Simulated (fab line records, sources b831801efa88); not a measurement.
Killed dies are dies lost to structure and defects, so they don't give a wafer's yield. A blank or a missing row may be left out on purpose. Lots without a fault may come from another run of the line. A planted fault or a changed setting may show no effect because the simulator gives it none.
A struck lot beside a sound one | flow sky130 | 15 steps out of a route of 708
Sound: wafers L591.1, L591.2, L591.6. Struck: wafers L598.1, L598.3, L598.5. The cause comes at the end.
At each step with rows: each side's tool, then ch and its chambers, then its first start. Under that, the readings that differ: sound wafers | struck wafers | difference of the means | sigmas: that difference in standard deviations of wafers without a fault.
alike: readings whose means differ by less than 2 such deviations, and words and numbers that are the same on both sides. not compared: withheld readings, readings that some wafer has no value for, bounds like >300 that may hide the same value, and numbers for which the record gives no deviation and whose values overlap.
The two part at a step that has a row with sigmas, a row that says differs or no value, or rows on one side only. Numbers that don't overlap but have no deviation are shown without sigmas and don't part them. A reading that every wafer of one side lacks parts them only if that side has two wafers or more.

first, 5 steps without rows for these wafers: SKY_SONOS_TUNNEL_COAT_02 (resist thk 1140 nm); SKY_SONOS_TUNNEL_SOFTBAKE_03 (time 60 s); SKY_SONOS_TUNNEL_EXPOSE_04 (exposes mask TUNM, target cd 410 nm); SKY_SONOS_TUNNEL_PEB_05; SKY_SONOS_TUNNEL_DEVELOP_06 (develop time 60 s).
SKY_SONOS_TUNNEL_CD_MEAS_07: target cd 410 nm.
  sound on cd_sem-01, day 12 15:46; struck on cd_sem-02, day 15 07:04
  alike: cd_nm
SKY_SONOS_TUNNEL_OVL_MEAS_08:
  sound on overlay-02, day 12 15:53; struck on overlay-01, day 15 07:11
  alike: SONOS_TUNNEL_OVL
then, 3 steps without rows for these wafers: SKY_SONOS_TUNNEL_IMPLANT_09; SKY_SONOS_TUNNEL_WET_ETCH_10 (etches SiO2 in dHF, target depth 14 nm, time 280 s); SKY_SONOS_TUNNEL_STRIP_11 (strips in SPM, time 600 s).
SKY_SONOS_TUNNEL_TW_MEAS_12:
  sound on film_metro-02, day 12 16:21; struck on film_metro-03, day 15 07:38
  alike: SONOS_TUNNEL_TW
then, 1 step without rows for these wafers: SKY_SONOS_TUNNEL_CLEAN_13 (cleans in dHF, time 20 s).
SKY_SONOS_ONO_OXIDATION_00: stabilise 600 s, purge 300 s, target thk 2.6 nm.
  sound on furnace-02 ch 0, day 12 17:38; struck on furnace-02 ch 0, day 15 08:14
  reading                                          | sound                | struck               | difference | sigmas
  spike_tc_bottom_C (C)                            | 822 822 822          | 806 808 807          | -15        | -4
  spike_tc_centre_C (C)                            | 797.5 797.6 796.8    | 783.2 782.2 784.3    | -14.1      | -11
  spike_tc_lower_C (C)                             | 801.0 800.5 802.5    | 788.5 786.7 785.2    | -14.5      | -10
  spike_tc_top_C (C)                               | 808.2 807.2 808.0    | 793.2 791.9 793.8    | -14.8      | -8
  spike_tc_upper_C (C)                             | 802.9 800.4 800.1    | 785.6 784.5 784.6    | -16.2      | -12
  tube_center_temp_C (C)                           | 799.92 799.86 800.07 | 784.61 784.83 784.94 | -15.16     | -99 or more
  tube_center_temp_C_max                           | 802.6 801.6 802.8    | 787.1 786.7 786.8    | -15.5      | -48
  model.SiO2_of_SONOS_ONO_OXIDATION_00.thk_nm (nm) | 2.701 2.679 2.7      | 2.14 2.068 2.104     | -0.59      |
SKY_SONOS_ONO_THK_MEAS_01:
  sound on film_metro-02, day 12 18:59; struck on film_metro-01, day 15 09:48
  reading                      | sound          | struck         | difference | sigmas
  SONOS_ONO_OXIDATION_THK (nm) | 2.67 2.65 2.74 | 2.18 2.04 2.11 | -0.58      | -10
  not compared: hold
-- the record jumps here: 33 days lie between the struck wafers' starts before and after (it left off in module SONOS_ONO and takes up again in module PAD_OPEN, whose first step shown is number 708 of the route) --
SKY_PAD_OPEN_PROBE_99:
  sound on prober-02, day 46 14:59; struck on prober-02, day 48 15:20
  reading                                 | sound                   | struck                  | difference | sigmas
  model.etest.sonos_erased.drive_ua_um    | 175.2 183.7 147.7       | 194.7 202.7 230.1       | +40.3      |
  model.etest.sonos_uncharged.r_on_ohm_um | 827.4 820.4 814.2       | 812.4 804.6 803.7       | -13.8      |
  model.etest.cap_ono.gate_log10_a_cm2    | -8.244 -8.176 -8.3      | -7.63 -7.319 -7.37      | +0.80      |
  model.etest.cap_ono.tox_acc_nm (nm)     | 13.07 13.04 13.11       | 12.62 12.4 12.43        | -0.59      |
  model.etest.sonos_erased.vt_v (V)       | -2.139 -2.182 -2.091    | -2.45 -2.514 -2.528     | -0.36      |
  model.etest.sonos_baked.vt_less_v (V)   | -0.4661 -0.4296 -0.4931 | -0.6139 -0.6587 -0.6603 | -0.1814    |
  model.etest.sonos_programmed.vt_v (V)   | 1.355 1.399 1.371       | 1.425 1.548 1.537       | +0.128     |
  alike: killed_at_M0_to_M3, killed_at_M4_up, killed_at_contacts, killed_at_front_end, killed_at_other, killed_dies, killed_open, killed_short
  not compared: model.etest.cap_ono.gate_bv_v

WHERE THEY PART
First at SKY_SONOS_ONO_OXIDATION_00; last, within this record, at SKY_SONOS_ONO_THK_MEAS_01. Later steps at which nothing parts them and some readings are alike: SKY_PAD_OPEN_PROBE_99.

WHY: what the simulator had put in
Process parameter drift: furnace-02, from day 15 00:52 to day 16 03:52, at SKY_SONOS_ONO_OXIDATION_00. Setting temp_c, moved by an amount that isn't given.
